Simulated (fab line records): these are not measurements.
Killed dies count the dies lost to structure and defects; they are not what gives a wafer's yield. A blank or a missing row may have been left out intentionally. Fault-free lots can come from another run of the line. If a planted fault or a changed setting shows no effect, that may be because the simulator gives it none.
Which of the tools did it? ; flow gf180mcu ; 39 wafers from 13 lots sampled at 2 of the route's 602 steps

## WHAT THE GAUGES SHOWED, per wafer
GF_V5_CD_MEAS_14: target cd 260 nm. Usual: cd nm reads 260.4 nm (standard deviation 1.2).
lot;measured;on;cd nm (nm);flag
L117;day 27 02:27;cd sem-01;261.4 261.9 262.0;
L118;day 27 06:14;cd sem-01;260.2 260.2 260.8;
L120;day 28 07:04;cd sem-02;260.3 261.3 261.5;
L121;day 28 14:17;cd sem-02;262.3 261.9 260.8;
L122;day 28 19:04;cd sem-01;259.7 258.8 262.0;
L123;day 29 06:33;cd sem-02;262.4 263.5 262.5;
L124;day 29 09:30;cd sem-02;259.5 260.0 260.1;
L126;day 30 03:00;cd sem-02;258.5 260.3 259.2;
L128;day 30 14:27;cd sem-02;260.4 261.1 260.6;
L129;day 31 00:36;cd sem-02;256.9 258.5 258.5;
L131;day 31 09:17;cd sem-02;260.7 261.8 260.4;
L139;day 33 09:34;cd sem-01;261.2 260.9 260.2;
L140;day 33 10:36;cd sem-02;258.6 260.5 260.4;

## WHAT TOOL EACH LOT RAN ON (gives the tool, then ch and the chambers of the sampled wafers, and finally the start)
lot;GF_DUAL_GATE_STRIP_13
L117;plasma asher-01 ch 0,1, day 8 08:22
L118;plasma asher-01 ch 0,1, day 8 14:08
L120;plasma asher-04 ch 0,1, day 9 07:23
L121;plasma asher-04 ch 0,1, day 9 09:52
L122;plasma asher-04 ch 0,1, day 9 18:10
L123;plasma asher-03 ch 0,1, day 10 02:35
L124;plasma asher-03 ch 0,1, day 10 07:01
L126;plasma asher-03 ch 0,1, day 10 19:52
L128;plasma asher-03 ch 0,1, day 11 10:25
L129;plasma asher-03 ch 0,1, day 11 20:11
L131;plasma asher-01 ch 0,1, day 12 05:37
L139;plasma asher-03 ch 0,1, day 14 17:49
L140;plasma asher-03 ch 0,1, day 14 22:43
- GF_DUAL_GATE_STRIP_13: strips in O2/N2.

## WHAT THE TOOLS THEMSELVES READ (means of the sampled wafers that have a number; where no wafer has one, the mark that the record gives instead)
GF_DUAL_GATE_STRIP_13. Usual: drypump motor current A 5.3 A, standard deviation 0.32; heater power w 328 W, standard deviation 17; oes product au 0.709 a.u., standard deviation 0.0043; platen temp c 250.03 C, standard deviation 0.2; strip time to endpoint s 12.800 s, standard deviation 0.023.
lot;tool;drypump motor current A (A);heater power w (W);oes product au (a.u.);platen temp c (C);strip time to endpoint s (s);flag
L117;plasma asher-01;5.2;333;0.710;250.06;12.769;
L118;plasma asher-01;5.3;327;0.710;250.08;12.782;
L120;plasma asher-04;5.7;354;0.703;250.06;12.797;
L121;plasma asher-04;5.6;349;0.707;250.05;12.804;
L122;plasma asher-04;5.6;350;0.707;249.97;12.777;
L123;plasma asher-03;5.3;312;0.709;250.03;12.800;
L124;plasma asher-03;5.3;313;0.708;250.19;12.818;
L126;plasma asher-03;5.3;316;0.709;250.15;12.817;
L128;plasma asher-03;5.3;317;0.707;249.69;12.794;
L129;plasma asher-03;5.3;313;0.712;250.17;12.787;
L131;plasma asher-01;5.2;324;0.706;250.08;12.808;
L139;plasma asher-03;5.3;313;0.712;249.99;12.768;
L140;plasma asher-03;5.3;315;0.706;250.22;12.803;

## THE ANSWER, worked out from the rows above alone
Rule: take the mean of a lot's wafers that have a number; if it is more than 3 standard deviations from the usual mean, the lot is off. A lot without any number at a reading at which 4 lots or more have one is off too. Any other lot the step has rows for is counted as sound. After the gauges, taken in route order, come the tools' own readings; for these a lot's mean is taken, as printed above. The first step at which some lot is off is used, and at that step the reading that is off furthest; a lot without a number counts as furthest.
No lot is off at any reading shown: from this, nothing can be told.

## WHAT THE SIMULATOR HAD INSERTED
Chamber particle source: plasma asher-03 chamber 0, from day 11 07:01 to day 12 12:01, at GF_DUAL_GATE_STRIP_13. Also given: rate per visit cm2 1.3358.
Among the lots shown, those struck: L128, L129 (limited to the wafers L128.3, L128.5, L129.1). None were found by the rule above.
